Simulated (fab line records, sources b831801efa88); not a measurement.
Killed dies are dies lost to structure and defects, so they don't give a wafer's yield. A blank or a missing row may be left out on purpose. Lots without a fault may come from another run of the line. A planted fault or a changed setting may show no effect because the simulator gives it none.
Chamber matching | flow gf180mcu | GF_CONTACT_CVD_02 on pecvd-02: 3 sister chambers
The step deposits SiO2 from TEOS, target thk 860 nm, time 95.992 s. 6 wafers are shown with their chamber, then 7 later ones without.

WAFERS WITH THEIR CHAMBER
wafer  | chamber | heater_power_w (W)
L621.6 | 2       | 612
L624.5 | 2       | 780
L632.4 | 1       | 617
L632.5 | 0       | 543
L636.4 | 0       | 682
L636.5 | 1       | 612

WAFERS WITHOUT THEIR CHAMBER
wafer  | heater_power_w (W)
L636.6 | 612
L638.1 | 536
L638.4 | 599
L638.5 | 627
L639.2 | 604
L639.4 | 761
L639.6 | 656

WHICH CHAMBER EACH WENT THROUGH
wafer  | from the rows above          | in truth
L636.6 | can't be placed: 0 or 1 or 2 | 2
L638.1 | can't be placed: 0 or 1 or 2 | 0
L638.4 | can't be placed: 0 or 1 or 2 | 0
L638.5 | can't be placed: 1 or 0 or 2 | 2
L639.2 | can't be placed: 0 or 1 or 2 | 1
L639.4 | can't be placed: 2 or 1 or 0 | 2
L639.6 | can't be placed: 2 or 1 or 0 | 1
Placed correctly: 0 of 7. Can't be placed from these rows: 7 (the true chamber is among the candidates in 7). Placed wrongly: 0.
How it was worked out, from the rows above alone: a wafer's distance from a chamber is the root of the sum, over the readings, of the square of ((its reading less the chamber's mean) divided by the reading's scatter). The wafer belongs to the nearest chamber; if the next one is less than 2 further off, it can't be placed. A chamber's mean is the mean of its shown wafers. The scatter: the root of (the sum of the squares of (reading less its chamber's mean) over the shown wafers, divided by (wafers less chambers)).
